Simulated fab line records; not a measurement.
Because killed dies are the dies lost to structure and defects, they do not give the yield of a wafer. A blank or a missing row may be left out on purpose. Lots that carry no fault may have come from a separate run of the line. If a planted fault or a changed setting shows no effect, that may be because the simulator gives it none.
What tool caused it? || flow gf180mcu || Sampling: 6 lots, 18 wafers, 3 of 602 route steps

WHAT THE GAUGES SHOWED, per wafer
GF_MVSD_TW_MEAS_11.
{"lot": "L259", "measured": "day 5 01:38", "on": "film metro-01", "MVSD_TW": "1602 1596 1596"}
{"lot": "L260", "measured": "day 5 14:20", "on": "film metro-01", "MVSD_TW": "1596 1601 1594"}
{"lot": "L266", "measured": "day 7 00:54", "on": "film metro-02", "MVSD_TW": "1579 1573 1570"}
{"lot": "L274", "measured": "day 8 21:55", "on": "film metro-02", "MVSD_TW": "1565 1558 1568"}
{"lot": "L277", "measured": "day 9 05:03", "on": "film metro-01", "MVSD_TW": "1590 1588 1585"}
{"lot": "L279", "measured": "day 9 17:25", "on": "film metro-04", "MVSD_TW": "1583 1571 1579"}

WHICH TOOL RAN EACH LOT (tool, then ch and the chambers of the sampled wafers, then the start)
{"lot": "L259", "GF_NWELL_STRIP_10": "plasma asher-02 ch 0,1, day 3 23:53", "GF_LVPWELL_STRIP_10": "plasma asher-04 ch 0,1, day 4 12:44"}
{"lot": "L260", "GF_NWELL_STRIP_10": "plasma asher-03 ch 0,1, day 4 12:21", "GF_LVPWELL_STRIP_10": "plasma asher-04 ch 0, day 5 01:35"}
{"lot": "L266", "GF_NWELL_STRIP_10": "plasma asher-03 ch 0,1, day 5 19:07", "GF_LVPWELL_STRIP_10": "plasma asher-01 ch 0,1, day 6 09:06"}
{"lot": "L274", "GF_NWELL_STRIP_10": "plasma asher-04 ch 0,1, day 7 13:45", "GF_LVPWELL_STRIP_10": "plasma asher-02 ch 0,1, day 8 05:27"}
{"lot": "L277", "GF_NWELL_STRIP_10": "plasma asher-03 ch 0,1, day 7 19:40", "GF_LVPWELL_STRIP_10": "plasma asher-04 ch 0,1, day 8 11:18"}
{"lot": "L279", "GF_NWELL_STRIP_10": "plasma asher-02 ch 0,1, day 8 08:28", "GF_LVPWELL_STRIP_10": "plasma asher-02 ch 0, day 9 00:26"}
- GF_NWELL_STRIP_10: strips in O2/N2.
- GF_LVPWELL_STRIP_10: strips in O2/N2.

THE ANSWER, worked out from the rows above alone
Rule: what is usual is taken from the lots themselves. The widest of any qualifying gaps counts: lots, ordered by their means at a reading, are off when they make up no more than a third of the lots, leave a main group of 4 or more, and stand apart from it by 3 or more times the standard deviation of that group's means. The tables above print the reading to a certain number of digits; a main group whose means all agree to those digits is not used. A lot without any number at a reading at which 4 lots or more have one is off too. The other lots that the step has rows for count as sound.
No lot is off at any reading shown: from this, nothing can be told.

WHAT WAS PUT IN BY THE SIMULATOR
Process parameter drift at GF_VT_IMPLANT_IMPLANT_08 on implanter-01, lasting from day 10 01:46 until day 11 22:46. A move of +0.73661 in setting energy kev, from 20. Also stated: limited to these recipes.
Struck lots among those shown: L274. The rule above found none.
